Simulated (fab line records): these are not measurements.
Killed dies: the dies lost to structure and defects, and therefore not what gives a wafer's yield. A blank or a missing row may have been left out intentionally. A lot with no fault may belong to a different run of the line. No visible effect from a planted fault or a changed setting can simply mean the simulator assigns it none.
fab line records / flow gf180mcu
record lots=14 wafers=42 lastDay=32
route steps=602 shown HV_LDD@195
lots that met no fault: from a run of the same line without faults
startH: the number of hours between the record's first day and the start of the first shown wafer of the lot / waitH: how many hours have passed since the lot's step before this one / " repeats the value in the row above / L1.1+2: a single row standing in for several wafers / - either no value or no given start / * or withheld: withheld / < > ~ a bound
route shown NAME@n: NAME is a module with steps in the file, n the number in the route of the first one / usual: mean/standard deviation taken from wafers without a fault / same: alike in all rows / chamber/n: place in a boat / sites: per-site readings / _std_site: how widely they spread, as a standard deviation / _edge_site: inner sites' mean taken away from outer sites' mean / radiusMm: how far each site lies from the wafer's centre / mask NAME#n: copy n / behind: the most recent tool/chamber to have shaped the wafer / hold: reason for holding the lot/hours on hold/outcome of the hold / device: which transistor (n, p or np) failed to switch / end of line: tests of these same wafers at the route's end / where a step has no rows: the recipe by itself / killed: dies that structure and defects cost at the first sort, which is not the same as the wafer's yield / map: dies across one wafer; x = killed, . = not, _ = none there
set.NAME: the setting that was run; set.NAME@STEP: the one run at that earlier step / model.NAME: the simulator's own value behind a step, which no gauge read
route steps across a sampled set of lots; one table per step, one row per wafer
## steps
# step GF_HV_LDD_CD_MEAS_19
# recipe targetCdNm=400
# usual cdNm=399.6/2.6
lot.wafer=L427.1 tool=cdSem-02 chamber=- startH=245.76 waitH=0.1 cdNm=401.9
lot.wafer=L427.3 tool=cdSem-02 chamber=- startH=245.76 waitH=0.1 cdNm=401.7
lot.wafer=L427.4 tool=cdSem-02 chamber=- startH=245.76 waitH=0.1 cdNm=401.5
lot.wafer=L428.2 tool=cdSem-01 chamber=- startH=256.31 waitH=0.1 cdNm=401.8
lot.wafer=L428.4 tool=cdSem-01 chamber=- startH=256.31 waitH=0.1 cdNm=401.9
lot.wafer=L428.6 tool=cdSem-01 chamber=- startH=256.31 waitH=0.1 cdNm=398.9
lot.wafer=L429.1 tool=cdSem-02 chamber=- startH=263.29 waitH=0.1 cdNm=398.3
lot.wafer=L429.5 tool=cdSem-02 chamber=- startH=263.29 waitH=0.1 cdNm=399.7
lot.wafer=L429.6 tool=cdSem-02 chamber=- startH=263.29 waitH=0.1 cdNm=399.0
lot.wafer=L430.3 tool=cdSem-02 chamber=- startH=267.43 waitH=0.1 cdNm=399.1
lot.wafer=L430.4 tool=cdSem-02 chamber=- startH=267.43 waitH=0.1 cdNm=398.3
lot.wafer=L430.6 tool=cdSem-02 chamber=- startH=267.43 waitH=0.1 cdNm=399.3
lot.wafer=L431.1 tool=cdSem-01 chamber=- startH=281.11 waitH=0.1 cdNm=397.6
lot.wafer=L431.3 tool=cdSem-01 chamber=- startH=281.11 waitH=0.1 cdNm=399.5
lot.wafer=L431.4 tool=cdSem-01 chamber=- startH=281.11 waitH=0.1 cdNm=398.0
lot.wafer=L433.1 tool=cdSem-02 chamber=- startH=290.49 waitH=0.1 cdNm=403.8
lot.wafer=L433.2 tool=cdSem-02 chamber=- startH=290.49 waitH=0.1 cdNm=402.5
lot.wafer=L433.4 tool=cdSem-02 chamber=- startH=290.49 waitH=0.1 cdNm=402.8
lot.wafer=L434.3 tool=cdSem-02 chamber=- startH=295.94 waitH=0.1 cdNm=400.6
lot.wafer=L434.4 tool=cdSem-02 chamber=- startH=295.94 waitH=0.1 cdNm=401.8
lot.wafer=L434.6 tool=cdSem-02 chamber=- startH=295.94 waitH=0.1 cdNm=400.0
lot.wafer=L435.1 tool=cdSem-02 chamber=- startH=307.64 waitH=0.1 cdNm=395.1
lot.wafer=L435.3 tool=cdSem-02 chamber=- startH=307.64 waitH=0.1 cdNm=395.8
lot.wafer=L435.6 tool=cdSem-02 chamber=- startH=307.64 waitH=0.1 cdNm=396.9
lot.wafer=L436.3 tool=cdSem-02 chamber=- startH=312.60 waitH=0.1 cdNm=399.0
lot.wafer=L436.5 tool=cdSem-02 chamber=- startH=312.60 waitH=0.1 cdNm=400.0
lot.wafer=L436.6 tool=cdSem-02 chamber=- startH=312.60 waitH=0.1 cdNm=396.8
lot.wafer=L437.4 tool=cdSem-01 chamber=- startH=320.10 waitH=0.1 cdNm=399.8
lot.wafer=L437.5 tool=cdSem-01 chamber=- startH=320.10 waitH=0.1 cdNm=399.9
lot.wafer=L437.6 tool=cdSem-01 chamber=- startH=320.10 waitH=0.1 cdNm=399.0
lot.wafer=L438.1 tool=cdSem-01 chamber=- startH=325.75 waitH=0.1 cdNm=400.7
lot.wafer=L438.3 tool=cdSem-01 chamber=- startH=325.75 waitH=0.1 cdNm=401.7
lot.wafer=L438.5 tool=cdSem-01 chamber=- startH=325.75 waitH=0.1 cdNm=401.7
lot.wafer=L439.2 tool=cdSem-01 chamber=- startH=331.80 waitH=0.2 cdNm=401.7
lot.wafer=L439.5 tool=cdSem-01 chamber=- startH=331.80 waitH=0.2 cdNm=404.1
lot.wafer=L439.6 tool=cdSem-01 chamber=- startH=331.80 waitH=0.2 cdNm=404.3
lot.wafer=L440.2 tool=cdSem-01 chamber=- startH=342.11 waitH=0.1 cdNm=398.4
lot.wafer=L440.3 tool=cdSem-01 chamber=- startH=342.11 waitH=0.1 cdNm=399.1
lot.wafer=L440.6 tool=cdSem-01 chamber=- startH=342.11 waitH=0.1 cdNm=398.4
lot.wafer=L441.2 tool=cdSem-01 chamber=- startH=350.77 waitH=0.1 cdNm=401.5
lot.wafer=L441.4 tool=cdSem-01 chamber=- startH=350.77 waitH=0.1 cdNm=403.1
lot.wafer=L441.6 tool=cdSem-01 chamber=- startH=350.77 waitH=0.1 cdNm=403.2
# step GF_HV_LDD_DEVELOP_30
# recipe developTimeS=60 devTempC=23
# usual chillPlateTempC=23.02/0.097 developTimeS=60/0
lot.wafer=L427.1 tool=lithoTrack-03 chamber=0 startH=264.86 waitH=0.1 chillPlateTempC=23.08 developTimeS=60
lot.wafer=L427.3 tool=lithoTrack-03 chamber=0 startH=264.86 waitH=0.1 chillPlateTempC=22.99 developTimeS=60
lot.wafer=L427.4 tool=lithoTrack-03 chamber=0 startH=264.86 waitH=0.1 chillPlateTempC=23.15 developTimeS=60
lot.wafer=L428.2 tool=lithoTrack-03 chamber=0 startH=274.63 waitH=0.1 chillPlateTempC=23.12 developTimeS=60
lot.wafer=L428.4 tool=lithoTrack-03 chamber=0 startH=274.63 waitH=0.1 chillPlateTempC=22.95 developTimeS=60
lot.wafer=L428.6 tool=lithoTrack-03 chamber=0 startH=274.63 waitH=0.1 chillPlateTempC=22.91 developTimeS=60
lot.wafer=L429.1 tool=lithoTrack-03 chamber=0 startH=283.21 waitH=0.1 chillPlateTempC=22.98 developTimeS=60
lot.wafer=L429.5 tool=lithoTrack-03 chamber=0 startH=283.21 waitH=0.1 chillPlateTempC=22.89 developTimeS=60
lot.wafer=L429.6 tool=lithoTrack-03 chamber=0 startH=283.21 waitH=0.1 chillPlateTempC=22.87 developTimeS=60
lot.wafer=L430.3 tool=lithoTrack-04 chamber=0 startH=286.74 waitH=0.1 chillPlateTempC=22.97 developTimeS=60
lot.wafer=L430.4 tool=lithoTrack-04 chamber=0 startH=286.74 waitH=0.1 chillPlateTempC=22.97 developTimeS=60
lot.wafer=L430.6 tool=lithoTrack-04 chamber=0 startH=286.74 waitH=0.1 chillPlateTempC=23.02 developTimeS=60
lot.wafer=L431.1 tool=lithoTrack-03 chamber=0 startH=301.11 waitH=0.1 chillPlateTempC=23.14 developTimeS=60
lot.wafer=L431.3 tool=lithoTrack-03 chamber=0 startH=301.11 waitH=0.1 chillPlateTempC=23.12 developTimeS=60
lot.wafer=L431.4 tool=lithoTrack-03 chamber=0 startH=301.11 waitH=0.1 chillPlateTempC=22.95 developTimeS=60
lot.wafer=L433.1 tool=lithoTrack-04 chamber=0 startH=310.94 waitH=0.1 chillPlateTempC=23.12 developTimeS=60
lot.wafer=L433.2 tool=lithoTrack-04 chamber=0 startH=310.94 waitH=0.1 chillPlateTempC=23.13 developTimeS=60
lot.wafer=L433.4 tool=lithoTrack-04 chamber=0 startH=310.94 waitH=0.1 chillPlateTempC=23.12 developTimeS=60
lot.wafer=L434.3 tool=lithoTrack-04 chamber=0 startH=316.29 waitH=0.1 chillPlateTempC=23.13 developTimeS=60
lot.wafer=L434.4 tool=lithoTrack-04 chamber=0 startH=316.29 waitH=0.1 chillPlateTempC=23.11 developTimeS=60
lot.wafer=L434.6 tool=lithoTrack-04 chamber=0 startH=316.29 waitH=0.1 chillPlateTempC=23.12 developTimeS=60
lot.wafer=L435.1 tool=lithoTrack-03 chamber=0 startH=328.61 waitH=0.1 chillPlateTempC=22.96 developTimeS=60
lot.wafer=L435.3 tool=lithoTrack-03 chamber=0 startH=328.61 waitH=0.1 chillPlateTempC=23.10 developTimeS=60
lot.wafer=L435.6 tool=lithoTrack-03 chamber=0 startH=328.61 waitH=0.1 chillPlateTempC=23.09 developTimeS=60
lot.wafer=L436.3 tool=lithoTrack-03 chamber=0 startH=333.46 waitH=0.1 chillPlateTempC=23.00 developTimeS=60
lot.wafer=L436.5 tool=lithoTrack-03 chamber=0 startH=333.46 waitH=0.1 chillPlateTempC=22.93 developTimeS=60
lot.wafer=L436.6 tool=lithoTrack-03 chamber=0 startH=333.46 waitH=0.1 chillPlateTempC=23.17 developTimeS=60
lot.wafer=L437.4 tool=lithoTrack-04 chamber=0 startH=342.32 waitH=0.1 chillPlateTempC=22.95 developTimeS=60
lot.wafer=L437.5 tool=lithoTrack-04 chamber=0 startH=342.32 waitH=0.1 chillPlateTempC=22.96 developTimeS=60
lot.wafer=L437.6 tool=lithoTrack-04 chamber=0 startH=342.32 waitH=0.1 chillPlateTempC=23.07 developTimeS=60
lot.wafer=L438.1 tool=lithoTrack-04 chamber=0 startH=346.79 waitH=0.1 chillPlateTempC=23.00 developTimeS=60
lot.wafer=L438.3 tool=lithoTrack-04 chamber=0 startH=346.79 waitH=0.1 chillPlateTempC=23.04 developTimeS=60
lot.wafer=L438.5 tool=lithoTrack-04 chamber=0 startH=346.79 waitH=0.1 chillPlateTempC=23.05 developTimeS=60
lot.wafer=L439.2 tool=lithoTrack-04 chamber=0 startH=353.12 waitH=0.1 chillPlateTempC=22.93 developTimeS=60
lot.wafer=L439.5 tool=lithoTrack-04 chamber=0 startH=353.12 waitH=0.1 chillPlateTempC=22.90 developTimeS=60
lot.wafer=L439.6 tool=lithoTrack-04 chamber=0 startH=353.12 waitH=0.1 chillPlateTempC=22.97 developTimeS=60
lot.wafer=L440.2 tool=lithoTrack-02 chamber=- startH=363.03 waitH=0.1 chillPlateTempC=- developTimeS=-
lot.wafer=L440.3 tool=lithoTrack-02 chamber=- startH=363.03 waitH=0.1 chillPlateTempC=- developTimeS=-
lot.wafer=L440.6 tool=lithoTrack-02 chamber=- startH=363.03 waitH=0.1 chillPlateTempC=- developTimeS=-
lot.wafer=L441.2 tool=lithoTrack-03 chamber=- startH=373.08 waitH=0.1 chillPlateTempC=- developTimeS=-
lot.wafer=L441.4 tool=lithoTrack-03 chamber=- startH=373.08 waitH=0.1 chillPlateTempC=- developTimeS=-
lot.wafer=L441.6 tool=lithoTrack-03 chamber=- startH=373.08 waitH=0.1 chillPlateTempC=- developTimeS=-
# step GF_HV_LDD_TW_MEAS_50
# usual HV_LDD_4_TW=572/4.3
lot.wafer=L427.1 tool=filmMetro-01 chamber=- startH=284.80 waitH=0.1 HV_LDD_4_TW=576
lot.wafer=L427.3 tool=filmMetro-01 chamber=- startH=284.80 waitH=0.1 HV_LDD_4_TW=578
lot.wafer=L427.4 tool=filmMetro-01 chamber=- startH=284.80 waitH=0.1 HV_LDD_4_TW=578
lot.wafer=L428.2 tool=filmMetro-02 chamber=- startH=295.62 waitH=0.1 HV_LDD_4_TW=577
lot.wafer=L428.4 tool=filmMetro-02 chamber=- startH=295.62 waitH=0.1 HV_LDD_4_TW=580
lot.wafer=L428.6 tool=filmMetro-02 chamber=- startH=295.62 waitH=0.1 HV_LDD_4_TW=577
lot.wafer=L429.1 tool=filmMetro-01 chamber=- startH=304.40 waitH=0.1 HV_LDD_4_TW=576
lot.wafer=L429.5 tool=filmMetro-01 chamber=- startH=304.40 waitH=0.1 HV_LDD_4_TW=575
lot.wafer=L429.6 tool=filmMetro-01 chamber=- startH=304.40 waitH=0.1 HV_LDD_4_TW=572
lot.wafer=L430.3 tool=filmMetro-01 chamber=- startH=308.37 waitH=0.1 HV_LDD_4_TW=573
lot.wafer=L430.4 tool=filmMetro-01 chamber=- startH=308.37 waitH=0.1 HV_LDD_4_TW=574
lot.wafer=L430.6 tool=filmMetro-01 chamber=- startH=308.37 waitH=0.1 HV_LDD_4_TW=573
lot.wafer=L431.1 tool=filmMetro-03 chamber=- startH=322.66 waitH=0.1 HV_LDD_4_TW=567
lot.wafer=L431.3 tool=filmMetro-03 chamber=- startH=322.66 waitH=0.1 HV_LDD_4_TW=572
lot.wafer=L431.4 tool=filmMetro-03 chamber=- startH=322.66 waitH=0.1 HV_LDD_4_TW=570
lot.wafer=L433.1 tool=filmMetro-01 chamber=- startH=333.01 waitH=0.1 HV_LDD_4_TW=577
lot.wafer=L433.2 tool=filmMetro-01 chamber=- startH=333.01 waitH=0.1 HV_LDD_4_TW=579
lot.wafer=L433.4 tool=filmMetro-01 chamber=- startH=333.01 waitH=0.1 HV_LDD_4_TW=575
lot.wafer=L434.3 tool=filmMetro-03 chamber=- startH=338.58 waitH=0.1 HV_LDD_4_TW=567
lot.wafer=L434.4 tool=filmMetro-03 chamber=- startH=338.58 waitH=0.1 HV_LDD_4_TW=564
lot.wafer=L434.6 tool=filmMetro-03 chamber=- startH=338.58 waitH=0.1 HV_LDD_4_TW=565
lot.wafer=L435.1 tool=filmMetro-01 chamber=- startH=351.50 waitH=0.1 HV_LDD_4_TW=572
lot.wafer=L435.3 tool=filmMetro-01 chamber=- startH=351.50 waitH=0.1 HV_LDD_4_TW=571
lot.wafer=L435.6 tool=filmMetro-01 chamber=- startH=351.50 waitH=0.1 HV_LDD_4_TW=574
lot.wafer=L436.3 tool=filmMetro-01 chamber=- startH=355.88 waitH=0.1 HV_LDD_4_TW=572
lot.wafer=L436.5 tool=filmMetro-01 chamber=- startH=355.88 waitH=0.1 HV_LDD_4_TW=570
lot.wafer=L436.6 tool=filmMetro-01 chamber=- startH=355.88 waitH=0.1 HV_LDD_4_TW=575
lot.wafer=L437.4 tool=filmMetro-01 chamber=- startH=365.29 waitH=0.1 HV_LDD_4_TW=574
lot.wafer=L437.5 tool=filmMetro-01 chamber=- startH=365.29 waitH=0.1 HV_LDD_4_TW=573
lot.wafer=L437.6 tool=filmMetro-01 chamber=- startH=365.29 waitH=0.1 HV_LDD_4_TW=574
lot.wafer=L438.1 tool=filmMetro-02 chamber=- startH=370.30 waitH=0.1 HV_LDD_4_TW=578
lot.wafer=L438.3 tool=filmMetro-02 chamber=- startH=370.30 waitH=0.1 HV_LDD_4_TW=575
lot.wafer=L438.5 tool=filmMetro-02 chamber=- startH=370.30 waitH=0.1 HV_LDD_4_TW=576
lot.wafer=L439.2 tool=filmMetro-03 chamber=- startH=377.22 waitH=0.1 HV_LDD_4_TW=565
lot.wafer=L439.5 tool=filmMetro-03 chamber=- startH=377.22 waitH=0.1 HV_LDD_4_TW=563
lot.wafer=L439.6 tool=filmMetro-03 chamber=- startH=377.22 waitH=0.1 HV_LDD_4_TW=564
lot.wafer=L440.2 tool=filmMetro-01 chamber=- startH=387.57 waitH=0.1 HV_LDD_4_TW=573
lot.wafer=L440.3 tool=filmMetro-01 chamber=- startH=387.57 waitH=0.1 HV_LDD_4_TW=573
lot.wafer=L440.6 tool=filmMetro-01 chamber=- startH=387.57 waitH=0.1 HV_LDD_4_TW=574
lot.wafer=L441.2 tool=filmMetro-01 chamber=- startH=397.47 waitH=0.1 HV_LDD_4_TW=574
lot.wafer=L441.4 tool=filmMetro-01 chamber=- startH=397.47 waitH=0.1 HV_LDD_4_TW=575
lot.wafer=L441.6 tool=filmMetro-01 chamber=- startH=397.47 waitH=0.1 HV_LDD_4_TW=575
# step GF_HV_LDD_RTA_52
# recipe tempC=1000 timeS=10 ambient=N2
# usual lampPowerPct=33.5/0.47 wafer_temp_C_max=1003.7/1.2
lot.wafer=L427.1 tool=rtpAnneal-02 chamber=0 startH=284.91 waitH=0.0 lampPowerPct=33.8 wafer_temp_C_max=1004.2
lot.wafer=L427.3 tool=rtpAnneal-02 chamber=0 startH=284.91 waitH=0.0 lampPowerPct=33.8 wafer_temp_C_max=1004.6
lot.wafer=L427.4 tool=rtpAnneal-02 chamber=0 startH=284.91 waitH=0.0 lampPowerPct=33.8 wafer_temp_C_max=1004.2
lot.wafer=L428.2 tool=rtpAnneal-02 chamber=0 startH=295.73 waitH=0.0 lampPowerPct=33.8 wafer_temp_C_max=1005.1
lot.wafer=L428.4 tool=rtpAnneal-02 chamber=0 startH=295.73 waitH=0.0 lampPowerPct=33.8 wafer_temp_C_max=1005.5
lot.wafer=L428.6 tool=rtpAnneal-02 chamber=0 startH=295.73 waitH=0.0 lampPowerPct=33.8 wafer_temp_C_max=1004.9
lot.wafer=L429.1 tool=rtpAnneal-02 chamber=0 startH=304.51 waitH=0.0 lampPowerPct=33.8 wafer_temp_C_max=1004.6
lot.wafer=L429.5 tool=rtpAnneal-02 chamber=0 startH=304.51 waitH=0.0 lampPowerPct=33.8 wafer_temp_C_max=1003.7
lot.wafer=L429.6 tool=rtpAnneal-02 chamber=0 startH=304.51 waitH=0.0 lampPowerPct=33.9 wafer_temp_C_max=1003.5
lot.wafer=L430.3 tool=rtpAnneal-01 chamber=0 startH=308.48 waitH=0.0 lampPowerPct=32.9 wafer_temp_C_max=1002.7
lot.wafer=L430.4 tool=rtpAnneal-01 chamber=0 startH=308.48 waitH=0.0 lampPowerPct=32.9 wafer_temp_C_max=1002.1
lot.wafer=L430.6 tool=rtpAnneal-01 chamber=0 startH=308.48 waitH=0.0 lampPowerPct=32.9 wafer_temp_C_max=1002.6
lot.wafer=L431.1 tool=rtpAnneal-02 chamber=0 startH=322.77 waitH=0.0 lampPowerPct=33.9 wafer_temp_C_max=1004.2
lot.wafer=L431.3 tool=rtpAnneal-02 chamber=0 startH=322.77 waitH=0.0 lampPowerPct=33.8 wafer_temp_C_max=1005.9
lot.wafer=L431.4 tool=rtpAnneal-02 chamber=0 startH=322.77 waitH=0.0 lampPowerPct=33.8 wafer_temp_C_max=1003.7
lot.wafer=L433.1 tool=rtpAnneal-01 chamber=0 startH=333.12 waitH=0.0 lampPowerPct=32.8 wafer_temp_C_max=1001.9
lot.wafer=L433.2 tool=rtpAnneal-01 chamber=0 startH=333.12 waitH=0.0 lampPowerPct=32.9 wafer_temp_C_max=1002.2
lot.wafer=L433.4 tool=rtpAnneal-01 chamber=0 startH=333.12 waitH=0.0 lampPowerPct=32.8 wafer_temp_C_max=1002.2
lot.wafer=L434.3 tool=rtpAnneal-02 chamber=0 startH=338.69 waitH=0.0 lampPowerPct=33.8 wafer_temp_C_max=1005.8
lot.wafer=L434.4 tool=rtpAnneal-02 chamber=0 startH=338.69 waitH=0.0 lampPowerPct=33.8 wafer_temp_C_max=1003.6
lot.wafer=L434.6 tool=rtpAnneal-02 chamber=0 startH=338.69 waitH=0.0 lampPowerPct=33.8 wafer_temp_C_max=1004.4
lot.wafer=L435.1 tool=rtpAnneal-01 chamber=0 startH=351.61 waitH=0.0 lampPowerPct=32.9 wafer_temp_C_max=1002.7
lot.wafer=L435.3 tool=rtpAnneal-01 chamber=0 startH=351.61 waitH=0.0 lampPowerPct=32.9 wafer_temp_C_max=1002.7
lot.wafer=L435.6 tool=rtpAnneal-01 chamber=0 startH=351.61 waitH=0.0 lampPowerPct=32.9 wafer_temp_C_max=1003.4
lot.wafer=L436.3 tool=rtpAnneal-02 chamber=0 startH=355.99 waitH=0.0 lampPowerPct=33.8 wafer_temp_C_max=1004.1
lot.wafer=L436.5 tool=rtpAnneal-02 chamber=0 startH=355.99 waitH=0.0 lampPowerPct=33.8 wafer_temp_C_max=1004.7
lot.wafer=L436.6 tool=rtpAnneal-02 chamber=0 startH=355.99 waitH=0.0 lampPowerPct=33.8 wafer_temp_C_max=1005.0
lot.wafer=L437.4 tool=rtpAnneal-02 chamber=0 startH=365.40 waitH=0.0 lampPowerPct=33.8 wafer_temp_C_max=1004.7
lot.wafer=L437.5 tool=rtpAnneal-02 chamber=0 startH=365.40 waitH=0.0 lampPowerPct=33.8 wafer_temp_C_max=1003.5
lot.wafer=L437.6 tool=rtpAnneal-02 chamber=0 startH=365.40 waitH=0.0 lampPowerPct=33.8 wafer_temp_C_max=1003.7
lot.wafer=L438.1 tool=rtpAnneal-02 chamber=0 startH=370.42 waitH=0.0 lampPowerPct=33.8 wafer_temp_C_max=1003.8
lot.wafer=L438.3 tool=rtpAnneal-02 chamber=0 startH=370.42 waitH=0.0 lampPowerPct=33.8 wafer_temp_C_max=1003.6
lot.wafer=L438.5 tool=rtpAnneal-02 chamber=0 startH=370.42 waitH=0.0 lampPowerPct=33.8 wafer_temp_C_max=1003.9
lot.wafer=L439.2 tool=rtpAnneal-02 chamber=0 startH=377.34 waitH=0.0 lampPowerPct=33.8 wafer_temp_C_max=1004.2
lot.wafer=L439.5 tool=rtpAnneal-02 chamber=0 startH=377.34 waitH=0.0 lampPowerPct=33.8 wafer_temp_C_max=1003.6
lot.wafer=L439.6 tool=rtpAnneal-02 chamber=0 startH=377.34 waitH=0.0 lampPowerPct=33.8 wafer_temp_C_max=1006.1
lot.wafer=L440.2 tool=rtpAnneal-02 chamber=0 startH=387.68 waitH=0.0 lampPowerPct=33.8 wafer_temp_C_max=1004.1
lot.wafer=L440.3 tool=rtpAnneal-02 chamber=0 startH=387.68 waitH=0.0 lampPowerPct=33.8 wafer_temp_C_max=1005.2
lot.wafer=L440.6 tool=rtpAnneal-02 chamber=0 startH=387.68 waitH=0.0 lampPowerPct=33.8 wafer_temp_C_max=1003.7
lot.wafer=L441.2 tool=rtpAnneal-01 chamber=0 startH=397.58 waitH=0.0 lampPowerPct=32.8 wafer_temp_C_max=1001.9
lot.wafer=L441.4 tool=rtpAnneal-01 chamber=0 startH=397.58 waitH=0.0 lampPowerPct=32.9 wafer_temp_C_max=1003.0
lot.wafer=L441.6 tool=rtpAnneal-01 chamber=0 startH=397.58 waitH=0.0 lampPowerPct=32.9 wafer_temp_C_max=1003.1
## key
firstSign step=GF_HV_LDD_DEVELOP_30 reading=toolRecord direction=missing
effect none on later readings
metAt GF_HV_LDD_DEVELOP_30
struckLots L440,L441
laterRowsLeftOut L440.2,L440.3,L440.6,L441.2,L441.4,L441.6
sortLeftOut L440.2,L440.3,L440.6,L441.2,L441.4,L441.6
testerLeftOut L440,L441
notActingAt GF_HV_LDD_CD_MEAS_19,GF_HV_LDD_TW_MEAS_50,GF_HV_LDD_RTA_52
onsetBetween 333.46 363.03
fault kind=skippedStepWhole tool=lithoTrack-02,lithoTrack-03 chamber=- onsetH=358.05 steps=GF_HV_LDD_DEVELOP_30 scope=struckLotsOnly
# testerLeftOut: of these lots the tester's yield and bins aren't shown, on N5 and GAA mostly nor the transistor test; their killed dies are dies lost to structure and defects alone, not to doping, threshold or leakage, so they don't give the yield
# sortLeftOut: the simulated sort isn't trusted on such a fault, so these wafers' sort isn't shown, and their yield isn't known
# laterRowsLeftOut: the simulator's readings of these wafers behind a module that went badly wrong aren't trusted and aren't shown, but for the sort
